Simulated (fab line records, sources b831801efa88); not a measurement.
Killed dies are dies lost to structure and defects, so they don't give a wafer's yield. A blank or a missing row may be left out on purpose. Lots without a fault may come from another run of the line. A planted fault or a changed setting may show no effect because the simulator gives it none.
Which tool did it? | flow gf180mcu | 16 lots, 48 wafers sampled, at 3 steps of a route of 602

WHAT THE GAUGES READ, wafer by wafer
GF_PSD_TW_MEAS_11. Usual: PSD_TW 3215, standard deviation 26.
lot  | measured     | on            | PSD_TW         | flag
L839 | day 13 22:06 | film_metro-04 | 3206 3206 3215 |
L841 | day 15 17:49 | film_metro-04 | 3232 3213 3242 |
L842 | day 15 23:27 | film_metro-04 | 3249 3230 3236 |
L844 | day 16 00:31 | film_metro-03 | 3238 3205 3219 |
L843 | day 16 02:25 | film_metro-02 | 3171 3163 3169 |
L845 | day 16 08:28 | film_metro-03 | 3227 3230 3224 |
L846 | day 16 21:38 | film_metro-03 | 3223 3241 3239 |
L847 | day 17 02:37 | film_metro-03 | 3225 3227 3230 |
L848 | day 17 15:55 | film_metro-04 | 3248 3250 3263 |
L849 | day 18 03:25 | film_metro-02 | 3196 3187 3190 |
L850 | day 18 08:58 | film_metro-02 | 3201 3198 3212 |
L851 | day 18 12:23 | film_metro-02 | 3190 3194 3214 |
L852 | day 18 22:28 | film_metro-02 | 3712 3677 3695 | OFF
L853 | day 19 14:34 | film_metro-02 | 3685 3680 3669 | OFF
L854 | day 19 16:40 | film_metro-04 | 3758 3780 3764 | OFF
L855 | day 20 04:08 | film_metro-03 | 3735 3743 3689 | OFF

GF_PSD_RS_MEAS_15: measures by four-point-probe. Usual: PSD_RS 108.49 ohm/sq, standard deviation 0.28.
lot  | measured     | on            | PSD_RS (ohm/sq)      | flag
L839 | day 13 22:25 | film_metro-02 | 108.40 108.33 108.22 |
L841 | day 15 18:08 | film_metro-02 | 108.61 108.47 108.41 |
L842 | day 15 23:46 | film_metro-02 | 108.91 108.64 108.55 |
L844 | day 16 00:49 | film_metro-04 | 108.03 107.74 108.16 |
L843 | day 16 02:44 | film_metro-04 | 108.58 108.94 108.90 |
L845 | day 16 08:47 | film_metro-02 | 108.75 108.42 108.43 |
L846 | day 16 21:58 | film_metro-02 | 108.70 108.58 108.45 |
L847 | day 17 02:56 | film_metro-02 | 108.52 108.43 108.74 |
L848 | day 17 16:13 | film_metro-03 | 108.41 108.11 108.50 |
L849 | day 18 03:49 | film_metro-02 | 108.24 108.83 108.52 |
L850 | day 18 09:17 | film_metro-03 | 108.36 108.81 108.61 |
L851 | day 18 12:43 | film_metro-04 | 108.59 108.40 108.23 |
L852 | day 18 22:48 | film_metro-04 | 52.12 52.22 52.18    | OFF
L853 | day 19 14:53 | film_metro-03 | 52.22 52.35 52.39    | OFF
L854 | day 19 17:00 | film_metro-03 | 52.38 52.28 52.25    | OFF
L855 | day 20 04:27 | film_metro-02 | 52.26 52.20 52.14    | OFF

WHICH TOOL RAN EACH LOT (tool, then ch and the chambers of the sampled wafers, then the start)
lot  | GF_PSD_IMPLANT_09
L839 | implanter-04 ch 0, day 13 21:52
L841 | implanter-03 ch 0, day 15 17:35
L842 | implanter-02 ch 0, day 15 23:12
L844 | implanter-02 ch 0, day 16 00:16
L843 | implanter-02 ch 0, day 16 02:10
L845 | implanter-02 ch 0, day 16 08:13
L846 | implanter-02 ch 0, day 16 21:25
L847 | implanter-03 ch 0, day 17 02:22
L848 | implanter-03 ch 0, day 17 15:40
L849 | implanter-04 ch 0, day 18 03:10
L850 | implanter-03 ch 0, day 18 08:43
L851 | implanter-04 ch 0, day 18 12:10
L852 | implanter-02 ch 0, day 18 22:14
L853 | implanter-02 ch 0, day 19 14:19
L854 | implanter-04 ch 0, day 19 16:26
L855 | implanter-03 ch 0, day 20 03:53
- GF_PSD_IMPLANT_09

WHAT THE TOOLS THEMSELVES READ (means of the sampled wafers that have a number; where no wafer has one, the mark that the record gives instead)
The record holds no such reading with a usual standard deviation.

THE ANSWER, worked out from the rows above alone
Rule: a lot is off if the mean of its wafers that have a number lies more than 3 standard deviations from the usual mean. A lot without any number at a reading at which 4 lots or more have one is off too. The other lots that the step has rows for count as sound. The gauges are gone through in route order, then the tools' own readings, and for those a lot's mean is taken as printed above. The first step at which some lot is off is used, and at that step the reading that is off furthest; a lot without a number counts as furthest.
Off: L852, L853, L854, L855, at GF_PSD_TW_MEAS_11 (PSD_TW).
A tool fits if, at a process step before that reading, it ran every lot that is off, and no sound lot after the first of them. The gauges at GF_PSD_TW_MEAS_11 are tried like those tools. None of those tried fits.

WHAT THE SIMULATOR HAD PUT IN
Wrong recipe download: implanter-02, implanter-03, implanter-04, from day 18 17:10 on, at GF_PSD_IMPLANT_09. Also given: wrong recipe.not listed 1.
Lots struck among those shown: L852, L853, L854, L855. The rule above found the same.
